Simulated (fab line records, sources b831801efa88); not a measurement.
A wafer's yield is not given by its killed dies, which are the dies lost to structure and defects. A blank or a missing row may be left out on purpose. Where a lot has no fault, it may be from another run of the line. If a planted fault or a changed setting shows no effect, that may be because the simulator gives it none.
Matching of chambers	flow gf180mcu	GF_V1_CMP_04 on cmp-01 has 4 sister chambers
The step polishes SiO2. 8 wafers are shown with their chamber, then 8 later ones without.

WAFERS WITH THEIR CHAMBER
wafer	chamber	motor current A (A)	time to endpoint s (s)
L770.1	1	11.9	78
L771.3	2	12.4	88
L773.3	0	13.7	69
L773.5	2	11.2	86
L773.6	1	11.9	78
L778.1	0	14.3	75
L778.5	3	12.5	83
L786.3	3	11.4	69

WAFERS WHOSE CHAMBER IS MISSING
wafer	motor current A (A)	time to endpoint s (s)
L786.4	11.3	77
L786.5	12.9	77
L788.1	14.3	76
L788.3	11.3	83
L788.4	11.2	85
L791.1	11.0	86
L791.2	11.7	84
L791.6	12.4	83

CHAMBER TAKEN BY EACH
wafer	from the rows above	in truth
L786.4	can't be placed: 1 or 3 or 2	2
L786.5	can't be placed: 3 or 1 or 0 or 2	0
L788.1	0	0
L788.3	can't be placed: 2 or 1 or 3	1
L788.4	can't be placed: 2 or 1 or 3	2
L791.1	can't be placed: 2 or 1 or 3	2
L791.2	can't be placed: 2 or 1 or 3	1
L791.6	can't be placed: 2 or 1 or 3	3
Placed correctly: 1 of 8. From these rows, 7 cannot be placed; in 7 the true chamber is one of the candidates. 0 placed wrongly.
How it was worked out, from the rows above alone: a wafer's distance from a chamber is the root of the sum, over the readings, of the square of ((its reading less the chamber's mean) divided by the reading's scatter). If the next closest chamber is less than 2 further off than the closest, the wafer can't be placed; otherwise it belongs to the closest. For every chamber, the mean is computed from those of its wafers that are shown. The scatter is the square root of a quotient: the sum, over the shown wafers, of each reading's squared deviation from its chamber's mean, divided by wafers minus chambers.
